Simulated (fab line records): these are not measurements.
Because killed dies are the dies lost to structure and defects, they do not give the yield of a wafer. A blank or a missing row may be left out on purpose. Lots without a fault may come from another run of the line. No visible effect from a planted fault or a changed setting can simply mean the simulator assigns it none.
Which tool did it?	flow sky130	14 lots, 42 wafers sampled, at 3 steps of a route of 708

WHAT THE GAUGES READ, wafer by wafer
SKY_LOCAL_INTERCONNECT_THK_MEAS_02: measures by xrf.
lot	measured	on	LOCAL_INTERCONNECT_TIN_THK (nm)
L782	day 30 06:26	film-metro-02	99.9 100.7 100.2
L783	day 30 10:15	film-metro-01	100.7 98.9 100.7
L785	day 31 04:52	film-metro-04	102.2 101.6 102.4
L788	day 32 05:17	film-metro-02	101.0 101.4 100.3
L789	day 32 11:32	film-metro-01	101.9 100.0 99.6
L790	day 33 00:07	film-metro-04	100.3 100.0 99.3
L791	day 33 06:56	film-metro-04	100.6 101.3 101.0
L794	day 34 04:16	film-metro-02	100.7 100.7 100.5
L797	day 35 04:32	film-metro-04	100.8 101.1 100.9
L798	day 35 13:01	film-metro-04	101.8 101.8 101.2
L799	day 35 14:31	film-metro-02	101.4 101.6 100.7
L800	day 36 01:26	film-metro-04	100.8 101.2 101.9
L801	day 36 11:29	film-metro-04	100.3 101.7 103.1
L802	day 36 19:22	film-metro-02	102.0 103.0 102.1

TOOL THAT RAN EACH LOT (tool first, then ch and the chambers of the sampled wafers, then the start)
lot	SKY_LI_CONTACT_CMP_02	SKY_LOCAL_INTERCONNECT_SPUTTER_00
L782	cmp-01 ch 0,2,3, day 28 23:44	pvd-sputter-02, day 30 06:14
L783	cmp-01 ch 1,2, day 29 03:48	pvd-sputter-04, day 30 10:03
L785	cmp-01 ch 1,2,3, day 30 00:23	pvd-sputter-02, day 31 04:41
L788	cmp-01 ch 0,2, day 30 23:33	pvd-sputter-02, day 32 05:05
L789	cmp-02 ch 2,3, day 31 06:02	pvd-sputter-03, day 32 11:20
L790	cmp-02 ch 0,2,3, day 31 19:12	pvd-sputter-02, day 32 23:56
L791	cmp-02 ch 0,2,3, day 32 01:35	pvd-sputter-03, day 33 06:44
L794	cmp-01 ch 1,3, day 32 23:29	pvd-sputter-02, day 34 04:05
L797	cmp-01 ch 0,1,2, day 34 00:38	pvd-sputter-02, day 35 04:20
L798	cmp-02 ch 2,3, day 34 09:07	pvd-sputter-02, day 35 12:50
L799	cmp-02 ch 1,2,3, day 34 10:48	pvd-sputter-02, day 35 14:18
L800	cmp-02 ch 0,1,2, day 34 21:33	pvd-sputter-02, day 36 01:15
L801	cmp-01 ch 1,2,3, day 35 07:09	pvd-sputter-03, day 36 11:17
L802	cmp-01 ch 0,1,3, day 35 15:44	pvd-sputter-02, day 36 19:11
- SKY_LI_CONTACT_CMP_02: polishes PSG.
- SKY_LOCAL_INTERCONNECT_SPUTTER_00: material TiN, target thk 100 nm, time 83.3 s.

AS READ BY THE TOOLS THEMSELVES (means over the sampled wafers that have a number; for cases with no such wafer, the mark the record gives instead)
SKY_LI_CONTACT_CMP_02.
lot	tool	motor-current-A (A)	time-to-endpoint-s (s)
L782	cmp-01	13.3	35.1
L783	cmp-01	12.6	35.5
L785	cmp-01	13.3	34.4
L788	cmp-01	14.1	34.3
L789	cmp-02	11.3	37.5
L790	cmp-02	11.0	36.8
L791	cmp-02	10.8	37.6
L794	cmp-01	12.9	35.3
L797	cmp-01	13.5	31.9
L798	cmp-02	11.5	36.1
L799	cmp-02	10.9	37.6
L800	cmp-02	10.2	38.0
L801	cmp-01	13.4	38.0
L802	cmp-01	13.4	35.4

SKY_LOCAL_INTERCONNECT_SPUTTER_00.
lot	tool	cathode-dc-power-W (W)	throttle-valve-pct (%)
L782	pvd-sputter-02	6498.3	29.4
L783	pvd-sputter-04	6499.1	30.3
L785	pvd-sputter-02	6499.9	30.1
L788	pvd-sputter-02	6499.9	30.4
L789	pvd-sputter-03	6500.4	30.4
L790	pvd-sputter-02	6501.1	30.1
L791	pvd-sputter-03	6499.8	29.4
L794	pvd-sputter-02	6499.8	30.7
L797	pvd-sputter-02	6500.8	29.3
L798	pvd-sputter-02	6499.6	30.2
L799	pvd-sputter-02	6498.8	29.4
L800	pvd-sputter-02	6499.4	29.3
L801	pvd-sputter-03	6501.0	30.4
L802	pvd-sputter-02	6499.8	29.3

THE ANSWER, worked out from the rows above alone
Rule: the lots themselves supply what counts as usual. The widest of any qualifying gaps counts: lots, ordered by their means at a reading, are off when they make up no more than a third of the lots, leave a main group of 4 or more, and stand apart from it by 3 or more times the standard deviation of that group's means. If all means in a main group match to the digits the tables above print for the reading, that group is not used. Also off: a lot with no number at a reading for which 4 or more lots have one. All remaining lots with rows at the step are treated as sound. First the gauges in route order, then the tools' own readings, where a lot's mean is used as printed above. At the first step where some lot is off, the reading lying furthest off is the one used; lots without a number count as furthest.
Across all readings shown, no lot is off: no conclusion can be drawn from this.

WHAT THE SIMULATOR PUT IN
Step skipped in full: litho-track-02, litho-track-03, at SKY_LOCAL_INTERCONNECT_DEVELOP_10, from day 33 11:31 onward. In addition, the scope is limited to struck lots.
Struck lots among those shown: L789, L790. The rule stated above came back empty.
